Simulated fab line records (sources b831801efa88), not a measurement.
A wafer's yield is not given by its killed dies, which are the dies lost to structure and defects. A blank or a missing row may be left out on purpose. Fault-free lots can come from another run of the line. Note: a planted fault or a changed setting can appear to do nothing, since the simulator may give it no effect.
fab line records + flow gf180mcu
[record]
- lots = 6
- wafers = 18
- last_day = 34
route steps=602 shown MVSD@71 MVPSD@78
lots that met no fault: from a run of the same line without faults
start_h: hours from the record's first day to the start of the lot's first wafer shown + wait_h: time in hours since the lot's previous step + " repeats the value in the row above + L1.1+2: a row that stands for several wafers + - either no value or no given start + * or withheld: withheld + < > ~ a bound
route shown NAME@n: a module of which the file shows steps, and the number in the route of the first + usual: mean and standard deviation over wafers with no fault + same: alike in all rows + chamber/n: place in a boat + sites: per-site readings + _std_site: how widely they spread, as a standard deviation + _edge_site: mean of outer sites minus mean of inner sites + radius_mm: for every site, how far away it sits from the centre of the wafer + mask NAME#n: copy n + behind: the tool/chamber that last shaped the wafer + hold: why the lot went on hold/how many hours it stayed there/how the hold came to an end + device: the transistor (n, p or np) that didn't switch + end of line: the route-end tests of the same wafers + where a step has no rows: the recipe by itself + killed: count of dies lost to structure and defects at first sort (not the wafer's yield) + map: dies across one wafer; x = killed, . = not, _ = none there
set.NAME: setting as actually run; set.NAME@STEP: the setting as run at that earlier step + model.NAME: the simulator's own value behind a step, which no gauge read
lots seen at some steps along the route; tables by step, rows by wafer
services: when a tool's chamber went out of use (start_h, in hours from the record's first day, below 0 if earlier), for how many hours, and the reason
[[steps]]
[step GF_MVSD_PEB_05]
[recipe]
- temp_c = 115
- time_s = withheld
[step GF_MVSD_DEVELOP_06]
[recipe]
- wall_angle_deg = 90
- develop_time_s = 60
- dev_temp_c = 23
[step GF_MVSD_OVL_MEAS_07]
[usual]
- MVSD_OVL = 0.7/1.4
| lot.wafer | tool       | chamber | start_h | wait_h | MVSD_OVL[nm] |
|-----------|------------|---------|---------|--------|--------------|
| L531.1    | overlay-02 | -       | 104.72  | -      | 1.4          |
| L531.2    | "          | -       | "       | "      | 0.8          |
| L531.5    | "          | -       | "       | "      | 1.7          |
| L539.2    | overlay-01 | -       | 152.16  | -      | 1.2          |
| L539.4    | "          | -       | "       | "      | 1.3          |
| L539.5    | "          | -       | "       | "      | 1.8          |
| L540.2    | overlay-01 | -       | 155.96  | -      | 1.2          |
| L540.5    | "          | -       | "       | "      | 0.6          |
| L540.6    | "          | -       | "       | "      | 1.3          |
| L546.1    | overlay-02 | -       | 191.32  | -      | 0.3          |
| L546.2    | "          | -       | "       | "      | -0.3         |
| L546.4    | "          | -       | "       | "      | 1.2          |
| L547.2    | overlay-02 | -       | 198.71  | -      | 2.7          |
| L547.3    | "          | -       | "       | "      | 2.7          |
| L547.5    | "          | -       | "       | "      | 0.1          |
| L550.1    | overlay-02 | -       | 213.95  | -      | 1.0          |
| L550.5    | "          | -       | "       | "      | 0.3          |
| L550.6    | "          | -       | "       | "      | -0.2         |
[step GF_MVSD_IMPLANT_08]
[recipe]
- species = P
- energy_kev = 400
- dose_cm2 = 1.6e+13
- tilt_deg = 0
[step GF_MVSD_IMPLANT_09]
[recipe]
- species = P
- energy_kev = 100
- dose_cm2 = 5e+12
- tilt_deg = 0
[step GF_MVSD_STRIP_10]
[recipe]
- chemistry = O2/N2
- power_w = 1400
- pressure_mtorr = 1500
- platen_temp_c = 250
- o2_flow_sccm = 3000
- n2_flow_sccm = 300
- overash_fraction = 0.5
[usual]
- drypump_motor_current_A = 5.74/0.17
- heater_power_w = 346/18
- oes_product_au = 0.723/0.0046
- strip_time_to_endpoint_s = 36.99/0.1
| lot.wafer | tool            | chamber | start_h | wait_h | drypump_motor_current_A | heater_power_w | oes_product_au | rf_hours_counter_h | strip_time_to_endpoint_s |
|-----------|-----------------|---------|---------|--------|-------------------------|----------------|----------------|--------------------|--------------------------|
| L531.1    | plasma_asher-04 | 1       | 105.06  | 0.1    | 5.91                    | 317            | 0.729          | 32                 | 37.08                    |
| L531.2    | "               | 0       | "       | "      | 5.71                    | 354            | 0.726          | 32                 | 36.96                    |
| L531.5    | "               | 0       | "       | "      | 5.72                    | 349            | 0.729          | -                  | 37.08                    |
| L539.2    | plasma_asher-03 | 0       | 152.49  | 0.1    | 5.42                    | 339            | 0.721          | 52                 | 37.21                    |
| L539.4    | "               | 0       | "       | "      | 5.46                    | 329            | 0.724          | -                  | 37.25                    |
| L539.5    | "               | 1       | "       | "      | 6.04                    | 354            | 0.713          | -                  | 37.27                    |
| L540.2    | plasma_asher-04 | 1       | 156.29  | 0.1    | 5.91                    | 326            | 0.716          | 38                 | 36.97                    |
| L540.5    | "               | 0       | "       | "      | 5.74                    | 357            | 0.727          | -                  | 37.01                    |
| L540.6    | "               | 1       | "       | "      | 5.93                    | 316            | 0.721          | -                  | 37.01                    |
| L546.1    | plasma_asher-04 | 1       | 191.66  | 0.1    | 5.91                    | 324            | 0.724          | 42                 | 36.93                    |
| L546.2    | "               | 0       | "       | "      | 5.74                    | 352            | 0.720          | 42                 | 36.87                    |
| L546.4    | "               | 1       | "       | "      | 5.96                    | 314            | 0.720          | -                  | 36.84                    |
| L547.2    | plasma_asher-04 | 1       | 199.04  | 0.1    | 5.91                    | 315            | 0.730          | 43                 | 36.90                    |
| L547.3    | "               | 0       | "       | "      | 5.73                    | 347            | 0.726          | -                  | 36.90                    |
| L547.5    | "               | 1       | "       | "      | 5.93                    | 328            | 0.723          | -                  | 36.90                    |
| L550.1    | plasma_asher-01 | 1       | 214.29  | 0.1    | 5.57                    | 367            | 0.724          | 59                 | 36.95                    |
| L550.5    | "               | 1       | "       | "      | 5.56                    | 360            | 0.725          | -                  | 36.96                    |
| L550.6    | "               | 0       | "       | "      | 5.72                    | 374            | 0.719          | -                  | 36.85                    |
[step GF_MVSD_TW_MEAS_11]
[usual]
- MVSD_TW = 1591/9.7
| lot.wafer | tool          | chamber | start_h | wait_h | MVSD_TW |
|-----------|---------------|---------|---------|--------|---------|
| L531.1    | film_metro-04 | -       | 105.16  | 0.1    | 1602    |
| L531.2    | "             | -       | "       | "      | 1601    |
| L531.5    | "             | -       | "       | "      | 1601    |
| L539.2    | film_metro-02 | -       | 152.60  | 0.1    | 1583    |
| L539.4    | "             | -       | "       | "      | 1585    |
| L539.5    | "             | -       | "       | "      | 1589    |
| L540.2    | film_metro-03 | -       | 156.40  | 0.1    | 1595    |
| L540.5    | "             | -       | "       | "      | 1597    |
| L540.6    | "             | -       | "       | "      | 1591    |
| L546.1    | film_metro-02 | -       | 191.76  | 0.1    | 1590    |
| L546.2    | "             | -       | "       | "      | 1591    |
| L546.4    | "             | -       | "       | "      | 1594    |
| L547.2    | film_metro-04 | -       | 199.15  | 0.1    | 1612    |
| L547.3    | "             | -       | "       | "      | 1598    |
| L547.5    | "             | -       | "       | "      | 1608    |
| L550.1    | film_metro-02 | -       | 214.39  | 0.1    | 1571    |
| L550.5    | "             | -       | "       | "      | 1573    |
| L550.6    | "             | -       | "       | "      | 1569    |
[step GF_MVPSD_DEHYDRATE_00]
[recipe]
- temp_c = 200
- time_s = 60
[step GF_MVPSD_HMDS_01]
[recipe]
- prime_time_s = 60
- prime_temp_c = 120
[step GF_MVPSD_COAT_02]
[recipe]
- spin_rpm = 2000
- resist_thk_nm = 3000
[step GF_MVPSD_SOFTBAKE_03]
[recipe]
- temp_c = 110
- time_s = withheld
[step GF_MVPSD_EXPOSE_04]
[recipe]
- mask_id = MVPSD
- target_cd_nm = 1000
- na = 0.6
- source_shape = conventional
- sigma_outer = 0.6
- dose_mj = 260
[step GF_MVPSD_PEB_05]
[recipe]
- temp_c = 115
- time_s = withheld
[usual]
- chill_plate_temp_C = 23.02/0.1
- exhaust_pa = 44.7/0.83
- heater_power_total_W = 69.35/0.13
- resist_line_temp_C = 23.00/0.11
| lot.wafer | tool           | chamber | start_h | wait_h | chill_plate_temp_C | exhaust_pa | heater_power_total_W | resist_line_temp_C |
|-----------|----------------|---------|---------|--------|--------------------|------------|----------------------|--------------------|
| L531.1    | litho_track-01 | 0       | 118     | -      | 22.91              | 44.4       | 69.45                | 23.07              |
| L531.2    | "              | 0       | "       | "      | 22.98              | 44.1       | 69.51                | 23.08              |
| L531.5    | "              | 0       | 119     | -      | 22.91              | 44.7       | 69.41                | 23.16              |
| L539.2    | litho_track-02 | -       | 168     | -      | -                  | -          | -                    | -                  |
| L539.4    | "              | -       | "       | "      | -                  | -          | -                    | -                  |
| L539.5    | "              | -       | "       | "      | -                  | -          | -                    | -                  |
| L540.2    | litho_track-01 | -       | 172     | -      | -                  | -          | -                    | -                  |
| L540.5    | "              | -       | "       | "      | -                  | -          | -                    | -                  |
| L540.6    | "              | -       | "       | "      | -                  | -          | -                    | -                  |
| L546.1    | litho_track-01 | 0       | 208     | -      | 23.10              | 44.9       | 69.37                | 23.00              |
| L546.2    | "              | 0       | "       | "      | 22.91              | 44.1       | 69.50                | 23.21              |
| L546.4    | "              | 0       | "       | "      | 23.04              | 43.8       | 69.22                | 23.07              |
| L547.2    | litho_track-01 | 0       | 215     | -      | 22.97              | 44.8       | 69.25                | 23.11              |
| L547.3    | "              | 0       | "       | "      | 22.99              | 45.7       | 69.32                | 22.94              |
| L547.5    | "              | 0       | "       | "      | 22.92              | 45.9       | 69.43                | 23.07              |
| L550.1    | litho_track-03 | 0       | 232     | -      | 22.99              | 44.9       | 69.20                | 23.05              |
| L550.5    | "              | 0       | "       | "      | 23.21              | 43.1       | 69.39                | 22.91              |
| L550.6    | "              | 0       | "       | "      | 23.16              | 45.9       | 69.14                | 23.00              |
[step GF_MVPSD_DEVELOP_06]
[recipe]
- wall_angle_deg = 90
- develop_time_s = 60
- dev_temp_c = 23
[[services]]
| tool            | chamber | start_h | hours | kind |
|-----------------|---------|---------|-------|------|
| plasma_asher-01 | -       | 141.14  | 7.8   | pm   |
[[key]]
[first_sign]
- step = GF_MVPSD_PEB_05
- reading = tool_record
- direction = missing
effect none on later readings
met_at GF_MVPSD_PEB_05
struck_wafers L539.2,L539.4,L539.5,L540.2,L540.5,L540.6
sort_left_out L539.2,L539.4,L539.5,L540.2,L540.5,L540.6
tester_left_out L539,L540
onset_between 118 168
[fault]
- kind = skipped_step_whole
- tool = litho_track-01,litho_track-02
- chamber = -
- onset_h = 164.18
- steps = GF_MVPSD_PEB_05
- scope = struck_lots_only
// tester_left_out: of these lots the tester's yield and bins aren't shown, on N5 and GAA mostly nor the transistor test; their killed dies are dies lost to structure and defects alone, not to doping, threshold or leakage, so they don't give the yield
// sort_left_out: the simulated sort isn't trusted on such a fault, so these wafers' sort isn't shown, and their yield isn't known
